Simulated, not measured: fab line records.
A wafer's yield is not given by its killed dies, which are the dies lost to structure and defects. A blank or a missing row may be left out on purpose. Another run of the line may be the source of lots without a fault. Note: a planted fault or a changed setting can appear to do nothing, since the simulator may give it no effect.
fab line records	flow sky130	part 1 of 2: steps 1 to 23 of 32
record lots=5	wafers=15	last_day=50
route steps=708 shown VIA2@520 METAL3@532 CAPM@537
lots that met no fault: from a run of the same line without faults
start_h: hours from the record's first day to the start of the lot's first wafer shown	wait_h: hours since the lot's step before	" identical to the entry in the row above	L1.1+2: a row that stands for several wafers	- no value, or no start was given	* or withheld: withheld	< > ~ a bound
route shown NAME@n: NAME is a module with steps in the file, n the number in the route of the first one	usual: mean/standard deviation of fault-free wafers	same: alike in all rows	chamber/n: place in a boat	sites: the reading at each site	_std_site: the standard deviation of these	_edge_site: mean of outer sites minus mean of inner sites	radius_mm: how far each site lies from the wafer's centre	mask NAME#n: copy n	behind: the last tool/chamber to shape the wafer	hold: what put the lot on hold/how long, in hours/how the hold closed	device: whichever transistor did not switch (one of n, p or np)	end of line: at the end of the route, the tests of the same wafers	a step given without rows: its recipe and nothing more	killed: count of dies lost to structure and defects at first sort (not the wafer's yield)	map: dies across one wafer; x = killed, . = not, _ = none there
set.NAME: the run value of the setting; set.NAME@STEP: its run value at that earlier step	model.NAME: the simulator's own value behind a step, which no gauge read
lots at selected steps of the route; one table per step, one row per wafer
services: a tool's chamber out of use, with start hour (start_h, from the record's first day; less than 0 if before it), hours out, and reason
## steps
# step SKY_VIA2_OVL_MEAS_13
# usual VIA2_OVL=1/5.2
lot.wafer	tool	chamber	start_h	wait_h	VIA2_OVL[nm]
L078.1	overlay-02	-	895.58	0.1	5
L078.2	"	-	"	"	1
L078.4	"	-	"	"	-2
L080.3	overlay-02	-	914.72	0.1	7
L080.4	"	-	"	"	9
L080.5	"	-	"	"	2
L081.3	overlay-02	-	922.72	0.1	6
L081.5	"	-	"	"	2
L081.6	"	-	"	"	7
L090.2	overlay-02	-	972.86	0.1	-6
L090.3	"	-	"	"	-8
L090.4	"	-	"	"	2
L094.1	overlay-02	-	1003.38	0.1	-7
L094.2	"	-	"	"	-1
L094.6	"	-	"	"	0
# step SKY_VIA2_ETCH_14
# recipe chemistry=N2/H2	target=BARC	ion_energy_ev=200	source_w=500	bias_w=100	pressure_mtorr=30	n2_flow_sccm=100	h2_flow_sccm=200	stop_on=SiO2	time_s=45.9	target_depth_a=600
# usual drypump_motor_current_A=5.6/0.58	oes_product_au=0.854/0.005	rf_fwd_power_W=494.8/1.8	throttle_valve_pct=13.225/0.0079
lot.wafer	tool	chamber	start_h	wait_h	drypump_motor_current_A	oes_product_au	rf_fwd_power_W	rf_hours_counter_h	throttle_valve_pct
L078.1	rie_diel-01	2	895.62	0.0	6.2	0.852	495.3	9	13.227
L078.2	"	3	"	"	6.5	0.860	495.1	17	13.213
L078.4	"	0	"	"	6.5	0.841	494.9	4	13.226
L080.3	rie_diel-03	1	914.74	0.0	6.0	0.857	492.4	7	13.219
L080.4	"	2	"	"	4.8	0.845	492.5	18	13.232
L080.5	"	1	"	"	6.0	0.858	492.8	-	13.228
L081.3	rie_diel-03	2	922.74	0.0	4.8	0.852	495.2	19	13.222
L081.5	"	3	"	"	5.2	0.853	493.2	-	13.227
L081.6	"	2	"	"	4.8	0.859	495.6	-	13.229
L090.2	rie_diel-01	1	972.89	0.0	5.6	0.852	494.8	22	13.218
L090.3	"	2	"	"	6.2	0.861	496.0	11	13.225
L090.4	"	0	"	"	6.6	0.860	494.7	6	13.222
L094.1	rie_diel-01	0	1003.41	0.0	6.5	0.861	495.1	7	13.227
L094.2	"	2	"	"	6.2	0.855	496.0	12	13.219
L094.6	"	1	"	"	5.6	0.847	494.7	-	13.222
# step SKY_VIA2_ETCH_15
# recipe target=SiO2	chemistry=C4F8/O2/Ar	target_depth_nm=546	stop_on=TiN	mask_material=KrF-thick	source_w=1500	bias_w=1200	pressure_mtorr=40	c4f8_flow_sccm=withheld	O2_flow_sccm=6	Ar_flow_sccm=300	time_s=84
# usual oes_product_au=0.939/0.0047	rf_fwd_power_W=1490/4.9
lot.wafer	tool	chamber	start_h	wait_h	oes_product_au	rf_fwd_power_W
L078.1	rie_diel-01	2	895.66	0.0	0.938	1488
L078.2	"	3	"	"	0.946	1499
L078.4	"	0	"	"	0.934	1492
L080.3	rie_diel-03	1	914.78	0.0	0.933	1498
L080.4	"	2	"	"	0.943	1492
L080.5	"	1	"	"	0.934	1494
L081.3	rie_diel-03	2	922.78	0.0	0.940	1494
L081.5	"	3	"	"	0.937	1490
L081.6	"	2	"	"	0.939	1497
L090.2	rie_diel-01	1	972.93	0.0	0.945	1490
L090.3	"	2	"	"	0.945	1497
L090.4	"	0	"	"	0.942	1487
L094.1	rie_diel-01	0	1003.46	0.0	0.941	1487
L094.2	"	2	"	"	0.941	1489
L094.6	"	1	"	"	0.934	1478
# step SKY_VIA2_STRIP_16
# recipe chemistry=O2/N2	power_w=1400	pressure_mtorr=1500	platen_temp_c=withheld	o2_flow_sccm=3000	n2_flow_sccm=300	overash_fraction=0.5
# usual drypump_motor_current_A=5.6/0.37	oes_product_au=0.398/0.0039	strip_time_to_endpoint_s=4.048/0.02
# same overash_fraction=0.5
lot.wafer	tool	chamber	start_h	wait_h	drypump_motor_current_A	oes_product_au	rf_hours_counter_h	strip_time_to_endpoint_s
L078.1	plasma_asher-03	0	895.72	0.0	5.5	0.395	15	4.033
L078.2	"	1	"	"	5.8	0.402	15	4.010
L078.4	"	1	"	"	5.8	0.394	-	4.033
L080.3	plasma_asher-03	0	914.88	0.1	5.5	0.398	-	4.062
L080.4	"	1	"	"	5.8	0.397	-	4.054
L080.5	"	0	"	"	5.6	0.392	-	4.075
L081.3	plasma_asher-03	0	922.88	0.1	5.5	0.396	-	4.022
L081.5	"	0	"	"	5.5	0.402	-	4.041
L081.6	"	1	"	"	5.8	0.394	-	4.005
L090.2	plasma_asher-01	1	973.00	0.0	6.1	0.394	55	4.059
L090.3	"	0	"	"	5.0	0.394	-	4.051
L090.4	"	1	"	"	6.1	0.397	-	4.070
L094.1	plasma_asher-01	1	1003.52	0.0	6.1	0.406	59	4.089
L094.2	"	0	"	"	5.0	0.397	59	4.045
L094.6	"	0	"	"	5.0	0.395	-	4.037
# step SKY_VIA2_STRIP_17
# recipe chemistry=post_etch_residue_remover	time_s=1200	temp_c=72.5
lot.wafer	tool	chamber	start_h	wait_h
L078.1+2+4	wet_bench-04	1	895.82	0.1
L080.3+4+5	wet_bench-01	0	914.94	0.0
L081.3+5+6	wet_bench-02	2	922.94	0.0
L090.2+3+4	wet_bench-02	2	973.10	0.1
L094.1+2+6	wet_bench-02	0	1003.62	0.1
# step SKY_VIA2_CLEAN_18
# recipe chemistry=IPA	time_s=180	temp_c=25
lot.wafer	tool	chamber	start_h	wait_h
L078.1+2+4	wet_bench-01	3	896.17	0.0
L080.3+4+5	wet_bench-01	1	915.29	0.0
L081.3+5+6	wet_bench-01	0	923.32	0.0
L090.2+3+4	wet_bench-04	0	973.44	0.0
L094.1+2+6	wet_bench-01	1	1003.99	0.0
# step SKY_VIA2_CLEAN_19
# recipe chemistry=O3/DIW	dry=n2_spin
lot.wafer	tool	chamber	start_h	wait_h
L078.1+2+4	wet_bench-04	0	896.22	0.0
L080.3+4+5	wet_bench-02	1	915.34	0.0
L081.3+5+6	wet_bench-02	0	923.38	0.0
L090.2+3+4	wet_bench-02	2	973.50	0.0
L094.1+2+6	wet_bench-02	1	1004.05	0.0
# step SKY_VIA2_SPUTTER_20
# recipe material=TiN	target_thk_nm=20	chamber_pressure_pa=5	power_w=4000	time_s=80
# usual cathode_dc_power_W=4000.1/0.7	throttle_valve_pct=30.4/0.93
lot.wafer	tool	chamber	start_h	wait_h	cathode_dc_power_W	throttle_valve_pct
L078.1	pvd_sputter-01	-	896.32	0.0	4000.6	31.0
L078.2	"	-	"	"	3999.6	30.2
L078.4	"	-	"	"	3999.7	31.1
L080.3	pvd_sputter-02	-	915.44	0.0	3999.4	28.6
L080.4	"	-	"	"	4000.1	33.5
L080.5	"	-	"	"	3999.5	28.4
L081.3	pvd_sputter-01	-	923.48	0.0	3999.9	29.7
L081.5	"	-	"	"	3999.7	30.4
L081.6	"	-	"	"	4000.8	29.8
L090.2	pvd_sputter-02	-	973.59	0.0	3999.6	31.7
L090.3	"	-	"	"	3999.2	30.7
L090.4	"	-	"	"	3999.8	33.2
L094.1	pvd_sputter-04	-	1004.15	0.0	3998.8	30.5
L094.2	"	-	"	"	3999.5	29.2
L094.6	"	-	"	"	4000.4	30.5
# step SKY_VIA2_CVD_21
# recipe material=W	target_thk_nm=420	time_s=126.4	temp_c=400	pressure_torr=40
# usual heater_power_w=879/56
lot.wafer	tool	chamber	start_h	wait_h	heater_power_w
L078.1	cvd_w-01	0	896.38	0.0	972
L078.2	"	1	"	"	903
L078.4	"	1	"	"	915
L080.3	cvd_w-02	1	915.55	0.1	894
L080.4	"	0	"	"	755
L080.5	"	1	"	"	898
L081.3	cvd_w-02	1	923.58	0.1	900
L081.5	"	1	"	"	895
L081.6	"	0	"	"	769
L090.2	cvd_w-01	0	973.65	0.0	903
L090.3	"	1	"	"	902
L090.4	"	0	"	"	889
L094.1	cvd_w-01	0	1004.21	0.0	895
L094.2	"	1	"	"	908
L094.6	"	1	"	"	901
# step SKY_VIA2_RS_MEAS_22
# recipe thk_meas_gauge=four-point-probe	reads=W_of_VIA2_CVD_21+TiN_of_VIA2_SPUTTER_20
# usual VIA2_W_RS=0.273/0.0031
lot.wafer	tool	chamber	start_h	wait_h	VIA2_W_RS[ohm/sq]
L078.1	film_metro-04	-	896.51	0.1	0.275
L078.2	"	-	"	"	0.275
L078.4	"	-	"	"	0.273
L080.3	film_metro-04	-	915.68	0.1	0.275
L080.4	"	-	"	"	0.275
L080.5	"	-	"	"	0.270
L081.3	film_metro-04	-	923.71	0.1	0.269
L081.5	"	-	"	"	0.266
L081.6	"	-	"	"	0.267
L090.2	film_metro-01	-	973.80	0.1	0.271
L090.3	"	-	"	"	0.276
L090.4	"	-	"	"	0.272
L094.1	film_metro-04	-	1004.34	0.1	0.273
L094.2	"	-	"	"	0.273
L094.6	"	-	"	"	0.274
# step SKY_VIA2_THK_MEAS_23
# recipe thk_meas_gauge=xrf	reads=W_of_VIA2_CVD_21
# usual VIA2_W_THK=410/6.6
lot.wafer	tool	chamber	start_h	wait_h	VIA2_W_THK[nm]
L078.1	film_metro-04	-	896.63	0.1	406
L078.2	"	-	"	"	406
L078.4	"	-	"	"	410
L080.3	film_metro-04	-	915.78	0.1	405
L080.4	"	-	"	"	405
L080.5	"	-	"	"	415
L081.3	film_metro-04	-	923.81	0.1	412
L081.5	"	-	"	"	420
L081.6	"	-	"	"	417
L090.2	film_metro-01	-	973.91	0.1	419
L090.3	"	-	"	"	414
L090.4	"	-	"	"	416
L094.1	film_metro-04	-	1004.46	0.1	403
L094.2	"	-	"	"	401
L094.6	"	-	"	"	403
# step SKY_VIA2_CMP_24
# recipe stop_on=SiO2	t_overpolish_s=20	down_force_psi=3.5	platen_rpm=60	target_thk_nm=0	pad_velocity_m_s=0.94248
# usual motor_current_A=10.6/1.4	overpolish_run_s=19.999/0.0083	retaining_ring_pressure_frac=1.000/0.0051	time_to_endpoint_s=101/3.6
lot.wafer	tool	chamber	start_h	wait_h	motor_current_A	overpolish_run_s	retaining_ring_pressure_frac	time_to_endpoint_s
L078.4	cmp-02	0	896.69	0.0	10.6	20.002	1.007	104
L078.1	"	2	"	"	9.0	20.012	0.996	103
L078.2	"	3	"	"	11.2	19.999	0.999	98
L080.4	cmp-01	3	915.97	0.2	9.4	19.996	1.004	97
L080.3	"	1	"	"	8.3	20.003	1.004	98
L080.5	"	0	"	"	11.4	19.999	1.003	96
L081.3	cmp-02	0	924.00	0.2	10.6	19.998	0.997	104
L081.6	"	1	"	"	10.4	20.004	1.005	103
L081.5	"	2	"	"	9.0	19.999	0.999	110
L090.2	cmp-01	2	974.01	0.1	12.9	20.000	0.997	102
L090.4	"	3	"	"	9.4	20.016	1.005	99
L090.3	"	0	"	"	11.4	20.003	1.003	100
L094.2	cmp-01	2	1004.62	0.1	13.4	19.992	1.006	102
L094.1	"	3	"	"	9.2	20.000	1.012	105
L094.6	"	1	"	"	8.9	20.005	1.005	104
# step SKY_METAL3_SPUTTER_00
# recipe material=Ti	target_thk_nm=15	power_w=3000	time_s=10	chamber_pressure_pa=0.4
# usual cathode_dc_power_W=3000.0/0.53	throttle_valve_pct=30.6/1.3
lot.wafer	tool	chamber	start_h	wait_h	cathode_dc_power_W	throttle_valve_pct
L078.1	pvd_sputter-01	-	896.99	0.1	2999.9	30.2
L078.2	"	-	"	"	3000.1	30.3
L078.4	"	-	"	"	2999.6	30.7
L080.3	pvd_sputter-01	-	916.27	0.1	3000.3	31.1
L080.4	"	-	"	"	2999.3	30.4
L080.5	"	-	"	"	2999.9	30.9
L081.3	pvd_sputter-03	-	924.15	0.1	3000.1	31.1
L081.5	"	-	"	"	2999.4	30.0
L081.6	"	-	"	"	2999.6	31.1
L090.2	pvd_sputter-01	-	974.26	0.2	2999.7	30.0
L090.3	"	-	"	"	2999.9	31.2
L090.4	"	-	"	"	3000.5	30.2
L094.1	pvd_sputter-01	-	1004.82	0.1	3000.9	30.9
L094.2	"	-	"	"	3000.3	29.6
L094.6	"	-	"	"	2999.6	30.5
# step SKY_METAL3_SPUTTER_01
# recipe material=TiN	target_thk_nm=20	power_w=6500	time_s=16.7	chamber_pressure_pa=0.4
# usual cathode_dc_power_W=6500.1/1.1	throttle_valve_pct=30.6/1.3
lot.wafer	tool	chamber	start_h	wait_h	cathode_dc_power_W	throttle_valve_pct
L078.1	pvd_sputter-01	-	897.01	0.0	6499.7	29.9
L078.2	"	-	"	"	6500.2	30.6
L078.4	"	-	"	"	6500.3	30.9
L080.3	pvd_sputter-01	-	916.29	0.0	6497.1	31.0
L080.4	"	-	"	"	6498.8	30.3
L080.5	"	-	"	"	6500.2	31.2
L081.3	pvd_sputter-03	-	924.17	0.0	6501.6	30.9
L081.5	"	-	"	"	6500.4	30.1
L081.6	"	-	"	"	6500.0	30.8
L090.2	pvd_sputter-01	-	974.29	0.0	6500.0	29.9
L090.3	"	-	"	"	6500.4	30.9
L090.4	"	-	"	"	6500.9	30.5
L094.1	pvd_sputter-01	-	1004.84	0.0	6500.4	30.9
L094.2	"	-	"	"	6498.1	30.0
L094.6	"	-	"	"	6500.7	30.5
# step SKY_METAL3_SPUTTER_02
# recipe material=AlCu	target_thk_nm=735	power_w=10600	time_s=39.1	chamber_pressure_pa=0.4
# usual cathode_dc_power_W=10600/1.9	throttle_valve_pct=30.6/1.3
lot.wafer	tool	chamber	start_h	wait_h	cathode_dc_power_W	throttle_valve_pct
L078.1	pvd_sputter-01	-	897.04	0.0	10597	29.7
L078.2	"	-	"	"	10602	30.3
L078.4	"	-	"	"	10599	30.6
L080.3	pvd_sputter-01	-	916.32	0.0	10603	31.3
L080.4	"	-	"	"	10599	30.2
L080.5	"	-	"	"	10600	30.7
L081.3	pvd_sputter-03	-	924.20	0.0	10601	30.9
L081.5	"	-	"	"	10600	30.0
L081.6	"	-	"	"	10597	31.1
L090.2	pvd_sputter-01	-	974.31	0.0	10601	29.7
L090.3	"	-	"	"	10603	31.0
L090.4	"	-	"	"	10599	30.1
L094.1	pvd_sputter-01	-	1004.87	0.0	10601	30.7
L094.2	"	-	"	"	10602	29.8
L094.6	"	-	"	"	10600	30.5
# step SKY_METAL3_SPUTTER_03
# recipe material=Ti	target_thk_nm=5	power_w=3000	time_s=3.3	chamber_pressure_pa=0.4
# usual cathode_dc_power_W=3000.0/0.6	throttle_valve_pct=30.6/1.3
lot.wafer	tool	chamber	start_h	wait_h	cathode_dc_power_W	throttle_valve_pct
L078.1	pvd_sputter-01	-	897.07	0.0	3000.7	29.8
L078.2	"	-	"	"	3000.1	30.1
L078.4	"	-	"	"	2999.4	30.8
L080.3	pvd_sputter-01	-	916.36	0.0	2999.8	31.0
L080.4	"	-	"	"	2999.5	30.4
L080.5	"	-	"	"	3000.2	31.1
L081.3	pvd_sputter-03	-	924.23	0.0	2999.1	31.0
L081.5	"	-	"	"	3000.3	30.2
L081.6	"	-	"	"	2998.7	31.0
L090.2	pvd_sputter-01	-	974.35	0.0	3001.0	29.9
L090.3	"	-	"	"	2999.8	31.1
L090.4	"	-	"	"	2999.4	30.1
L094.1	pvd_sputter-01	-	1004.91	0.0	3000.1	30.7
L094.2	"	-	"	"	2999.9	29.8
L094.6	"	-	"	"	3000.3	30.5
# step SKY_METAL3_SPUTTER_04
# recipe material=TiN	target_thk_nm=70	power_w=6500	time_s=58.3	chamber_pressure_pa=0.4
# usual cathode_dc_power_W=6499.9/1.1	throttle_valve_pct=30.6/1.3
lot.wafer	tool	chamber	start_h	wait_h	cathode_dc_power_W	throttle_valve_pct
L078.1	pvd_sputter-01	-	897.09	0.0	6500.9	29.7
L078.2	"	-	"	"	6500.3	30.1
L078.4	"	-	"	"	6499.5	31.1
L080.3	pvd_sputter-01	-	916.38	0.0	6500.6	31.2
L080.4	"	-	"	"	6500.0	30.2
L080.5	"	-	"	"	6501.2	31.0
L081.3	pvd_sputter-03	-	924.25	0.0	6498.7	31.0
L081.5	"	-	"	"	6501.3	30.0
L081.6	"	-	"	"	6500.0	31.0
L090.2	pvd_sputter-01	-	974.37	0.0	6501.6	29.9
L090.3	"	-	"	"	6499.7	31.1
L090.4	"	-	"	"	6500.0	30.3
L094.1	pvd_sputter-01	-	1004.93	0.0	6500.4	30.7
L094.2	"	-	"	"	6499.2	30.0
L094.6	"	-	"	"	6498.8	30.5
# step SKY_CAPM_CVD_00
# recipe material=SiO2	target_thk_nm=15.5	temp_c=400	time_s=withheld	rf_w=450
# usual heater_power_w=799/94	rf_fwd_power_W=441.7/2
lot.wafer	tool	chamber	start_h	wait_h	heater_power_w	rf_fwd_power_W
L078.1	pecvd-01	2	897.14	0.0	793	441.8
L078.2	"	1	"	"	720	443.7
L078.4	"	0	"	"	863	442.7
L080.3	pecvd-01	0	916.43	0.0	818	442.5
L080.4	"	0	"	"	802	441.4
L080.5	"	2	"	"	766	442.1
L081.3	pecvd-01	0	924.30	0.0	834	442.9
L081.5	"	0	"	"	861	444.2
L081.6	"	1	"	"	805	443.8
L090.2	pecvd-04	1	974.42	0.0	707	437.6
L090.3	"	0	"	"	934	439.4
L090.4	"	0	"	"	941	440.3
L094.1	pecvd-01	2	1004.98	0.0	807	444.2
L094.2	"	1	"	"	782	443.9
L094.6	"	2	"	"	813	443.5
# step SKY_CAPM_THK_MEAS_01
# recipe reads=SiO2_of_CAPM_CVD_00
# usual CAPM_CVD_00_THK=15.44/0.2
lot.wafer	tool	chamber	start_h	wait_h	CAPM_CVD_00_THK[nm]
L078.1	film_metro-04	-	897.16	-	15.36
L078.2	"	-	"	"	15.10
L078.4	"	-	"	"	15.23
L080.3	film_metro-01	-	916.47	-	15.14
L080.4	"	-	"	"	15.44
L080.5	"	-	"	"	15.38
L081.3	film_metro-04	-	924.34	-	15.69
L081.5	"	-	"	"	15.55
L081.6	"	-	"	"	15.74
L090.2	film_metro-04	-	974.45	-	15.35
L090.3	"	-	"	"	15.48
L090.4	"	-	"	"	15.71
L094.1	film_metro-04	-	1005.00	-	15.31
L094.2	"	-	"	"	14.99
L094.6	"	-	"	"	15.56
# step SKY_CAPM_SPUTTER_02
# recipe material=TiN	target_thk_nm=200	temp_c=300	power_w=6500	time_s=166.7	chamber_pressure_pa=0.4
# usual cathode_dc_power_W=6499.9/1.2	throttle_valve_pct=30.1/0.66
lot.wafer	tool	chamber	start_h	wait_h	cathode_dc_power_W	throttle_valve_pct
L078.1	pvd_sputter-04	-	897.22	0.1	6500.7	28.9
L078.2	"	-	"	"	6500.0	30.4
L078.4	"	-	"	"	6499.8	29.7
L080.3	pvd_sputter-04	-	916.51	0.0	6499.7	30.7
L080.4	"	-	"	"	6499.7	29.2
L080.5	"	-	"	"	6500.8	29.6
L081.3	pvd_sputter-04	-	924.38	0.0	6497.4	29.3
L081.5	"	-	"	"	6498.4	30.4
L081.6	"	-	"	"	6499.6	29.6
L090.2	pvd_sputter-04	-	974.50	0.0	6500.9	30.5
L090.3	"	-	"	"	6499.3	29.0
L090.4	"	-	"	"	6500.2	30.5
L094.1	pvd_sputter-04	-	1005.06	0.1	6498.8	29.0
L094.2	"	-	"	"	6498.4	30.1
L094.6	"	-	"	"	6500.5	30.5
# step SKY_CAPM_RS_MEAS_03
# recipe thk_meas_gauge=four-point-probe	reads=TiN_of_CAPM_SPUTTER_02
# usual CAPM_TIN_RS=6.95/0.07
lot.wafer	tool	chamber	start_h	wait_h	CAPM_TIN_RS[ohm/sq]
L078.1	film_metro-01	-	897.33	0.1	6.96
L078.2	"	-	"	"	7.04
L078.4	"	-	"	"	6.99
L080.3	film_metro-04	-	916.66	0.1	6.98
L080.4	"	-	"	"	6.91
L080.5	"	-	"	"	6.96
L081.3	film_metro-02	-	924.53	0.1	6.95
L081.5	"	-	"	"	6.98
L081.6	"	-	"	"	7.01
L090.2	film_metro-02	-	974.63	0.1	7.02
L090.3	"	-	"	"	6.91
L090.4	"	-	"	"	6.97
L094.1	film_metro-02	-	1005.17	0.1	6.94
L094.2	"	-	"	"	7.00
L094.6	"	-	"	"	6.94
# step SKY_CAPM_THK_MEAS_04
# recipe thk_meas_gauge=xrf	reads=TiN_of_CAPM_SPUTTER_02
# usual CAPM_TIN_THK=200.6/2.2
lot.wafer	tool	chamber	start_h	wait_h	CAPM_TIN_THK[nm]
L078.1	film_metro-01	-	897.45	0.1	200.2
L078.2	"	-	"	"	198.0
L078.4	"	-	"	"	199.0
L080.3	film_metro-04	-	916.76	0.1	199.2
L080.4	"	-	"	"	199.9
L080.5	"	-	"	"	200.3
L081.3	film_metro-02	-	924.63	0.1	200.2
L081.5	"	-	"	"	199.3
L081.6	"	-	"	"	199.0
L090.2	film_metro-02	-	974.74	0.1	197.4
L090.3	"	-	"	"	201.1
L090.4	"	-	"	"	199.2
L094.1	film_metro-02	-	1005.29	0.1	201.0
L094.2	"	-	"	"	199.3
L094.6	"	-	"	"	200.7
# step SKY_CAPM_DEHYDRATE_05
# recipe temp_c=200	time_s=60
# usual exhaust_pa=44.9/1.1
lot.wafer	tool	chamber	start_h	wait_h	exhaust_pa
L078.1	litho_track-03	0	909.71	12.2	45.1
L078.2	"	0	"	"	45.6
L078.4	"	0	"	"	45.3
L080.3	litho_track-02	0	928.51	11.7	46.5
L080.4	"	0	"	"	45.5
L080.5	"	0	"	"	46.6
L081.3	litho_track-03	0	936.46	11.8	43.8
L081.5	"	0	"	"	45.4
L081.6	"	0	"	"	45.5
L090.2	litho_track-02	0	986.04	11.3	47.3
L090.3	"	0	"	"	46.8
L090.4	"	0	"	"	46.4
L094.1	litho_track-02	0	1015.96	10.7	43.5
L094.2	"	0	"	"	42.8
L094.6	"	0	"	"	43.4
